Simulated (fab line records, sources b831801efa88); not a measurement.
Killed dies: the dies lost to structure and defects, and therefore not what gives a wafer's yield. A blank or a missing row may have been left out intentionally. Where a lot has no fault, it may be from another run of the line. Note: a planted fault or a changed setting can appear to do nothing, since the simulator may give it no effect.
The tool behind it: which one?    flow sky130    12 lots with 36 wafers sampled at 4 steps, on a route of 708 steps

## WHAT EACH GAUGE READ, for each wafer
SKY_DNWELL_TW_MEAS_09. Usual: DNWELL_TW typically reads 1112, with standard deviation 9.6.
lot   measured     on            DNWELL_TW       flag
L282  day 3 14:23  filmMetro-04  1125 1125 1122  
L283  day 3 20:27  filmMetro-02  1110 1107 1112  
L284  day 4 02:39  filmMetro-02  1111 1112 1116  
L285  day 4 10:01  filmMetro-02  1109 1108 1106  
L286  day 4 12:40  filmMetro-04  1135 1123 1124  
L294  day 6 06:50  filmMetro-02  1106 1105 1106  
L295  day 6 12:37  filmMetro-04  1113 1106 1107  
L297  day 7 09:07  filmMetro-01  1107 1098 1099  
L299  day 7 12:19  filmMetro-04  1121 1117 1126  
L300  day 7 16:49  filmMetro-04  1116 1119 1120  
L301  day 7 22:29  filmMetro-01  1112 1111 1112  
L302  day 8 05:53  filmMetro-02  1107 1108 1102  

SKY_VT_ADJUST_HVTP_TW_MEAS_11. Usual: VT_ADJUST_HVTP_TW typically reads 1351, with standard deviation 8.6.
lot   measured      on            VT_ADJUST_HVTP_TW  flag
L282  day 6 14:10   filmMetro-01  1345 1348 1338     
L283  day 6 21:19   filmMetro-02  1344 1343 1348     
L284  day 7 04:02   filmMetro-03  1355 1349 1348     
L285  day 7 13:00   filmMetro-01  1344 1339 1338     
L286  day 7 14:42   filmMetro-03  1350 1346 1344     
L294  day 9 15:21   filmMetro-02  1308 1306 1313     OFF
L295  day 9 22:57   filmMetro-02  1306 1305 1308     OFF
L297  day 10 23:41  filmMetro-02  1354 1365 1368     
L299  day 11 02:38  filmMetro-03  1365 1359 1363     
L300  day 11 07:53  filmMetro-03  1361 1359 1359     
L301  day 11 16:19  filmMetro-03  1367 1352 1360     
L302  day 11 23:32  filmMetro-03  1353 1365 1360     

## TOOL THAT RAN EACH LOT (tool first, then ch and the chambers of the sampled wafers, then the start)
lot   SKY_FIELD_ISO_CMP_27          SKY_VT_ADJUST_HVTP_IMPLANT_09
L282  cmp-01 ch 0,2,3, day 2 19:26  implanter-01 ch 0, day 6 13:56
L283  cmp-01 ch 1,2, day 3 01:08    implanter-03 ch 0, day 6 21:04
L284  cmp-02 ch 1,2, day 3 06:40    implanter-01 ch 0, day 7 03:50
L285  cmp-02 ch 1,2, day 3 13:26    implanter-04 ch 0, day 7 12:45
L286  cmp-02 ch 0,1,2, day 3 17:33  implanter-01 ch 0, day 7 14:29
L294  cmp-02 ch 0,2, day 5 10:04    implanter-04 ch 0, day 9 15:06
L295  cmp-02 ch 1,2,3, day 5 15:20  implanter-04 ch 0, day 9 22:42
L297  cmp-02 ch 0,1,2, day 6 09:36  implanter-03 ch 0, day 10 23:20
L299  cmp-02 ch 1,2,3, day 6 12:24  implanter-03 ch 0, day 11 02:24
L300  cmp-02 ch 1,2, day 6 18:26    implanter-03 ch 0, day 11 07:41
L301  cmp-02 ch 0,1, day 6 23:38    implanter-03 ch 0, day 11 16:04
L302  cmp-02 ch 0,2,3, day 7 06:19  implanter-01 ch 0, day 11 23:17
- SKY_FIELD_ISO_CMP_27: polishes, stops on Si3N4, t overpolish 16 s, target thk 457.8 nm.
- SKY_VT_ADJUST_HVTP_IMPLANT_09

## WHAT THE TOOLS THEMSELVES READ (means of the sampled wafers that have a number; where no wafer has one, the mark that the record gives instead)
SKY_FIELD_ISO_CMP_27. Usual: edgeZonePressureFrac 0.999, standard deviation 0.0052; motorCurrentA 12.0 A, standard deviation 1.3; overpolishRunS 16.001 s, standard deviation 0.0094; timeToEndpointS 113 s, standard deviation 3.9.
lot   tool    edgeZonePressureFrac  motorCurrentA (A)  overpolishRunS (s)  timeToEndpointS (s)  flag
L282  cmp-01  0.999                 13.2               16.006              115                  
L283  cmp-01  0.998                 11.5               16.008              116                  
L284  cmp-02  1.007                 12.3               15.999              112                  
L285  cmp-02  1.003                 12.5               15.996              110                  
L286  cmp-02  1.006                 12.6               15.997              114                  
L294  cmp-02  1.001                 11.9               16.002              112                  
L295  cmp-02  0.998                 11.3               16.006              107                  
L297  cmp-02  1.002                 12.2               16.009              111                  
L299  cmp-02  0.996                 11.7               15.993              113                  
L300  cmp-02  0.997                 11.7               16.005              121                  
L301  cmp-02  0.989                 13.0               15.998              113                  
L302  cmp-02  0.997                 12.1               16.006              115                  

SKY_VT_ADJUST_HVTP_IMPLANT_09. Usual: beamEnergyKeV reads 150.00 (standard deviation 0.045).
lot   tool          beamEnergyKeV  flag
L282  implanter-01  149.96         
L283  implanter-03  149.94         
L284  implanter-01  150.02         
L285  implanter-04  149.95         
L286  implanter-01  150.03         
L294  implanter-04  131.92         OFF
L295  implanter-04  131.95         OFF
L297  implanter-03  149.99         
L299  implanter-03  150.03         
L300  implanter-03  150.02         
L301  implanter-03  149.98         
L302  implanter-01  149.99         

## THE ANSWER, worked out from the rows above alone
Rule: take the mean of a lot's wafers that have a number; if it is more than 3 standard deviations from the usual mean, the lot is off. Also off: a lot with no number at a reading for which 4 or more lots have one. Any other lot the step has rows for is counted as sound. The gauges are gone through in route order, then the tools' own readings, and for those a lot's mean is taken as printed above. The first step at which some lot is off is used, and at that step the reading that is off furthest; a lot without a number counts as furthest.
Off: L294, L295, seen at SKY_VT_ADJUST_HVTP_TW_MEAS_11 (VT_ADJUST_HVTP_TW).
A tool fits if, at a process step before that reading, it ran every lot that is off, and no sound lot after the first of them. Not tried: the gauges at SKY_VT_ADJUST_HVTP_TW_MEAS_11; whatever is off there is also off at SKY_VT_ADJUST_HVTP_IMPLANT_09, on other tools, and gauge error can't account for it. One fits: implanter-04 at SKY_VT_ADJUST_HVTP_IMPLANT_09. Its last sound lot is L285 (day 7 12:45), its first lot that is off L294 (day 9 15:06): a fault that began between those two fits.
On the lots that are off, the tool's own readings at SKY_VT_ADJUST_HVTP_IMPLANT_09 differ by more than 5 times the standard deviation of the sound lots' means, which bears it out; beamEnergyKeV reads 131.94 there versus 149.99 on the sound lots.

## WHAT THE SIMULATOR HAD INSERTED
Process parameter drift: implanter-04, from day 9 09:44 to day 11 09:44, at SKY_VT_ADJUST_HVTP_IMPLANT_09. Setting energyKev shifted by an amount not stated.
Struck lots among those shown: L294, L295. The same result came from the rule above.
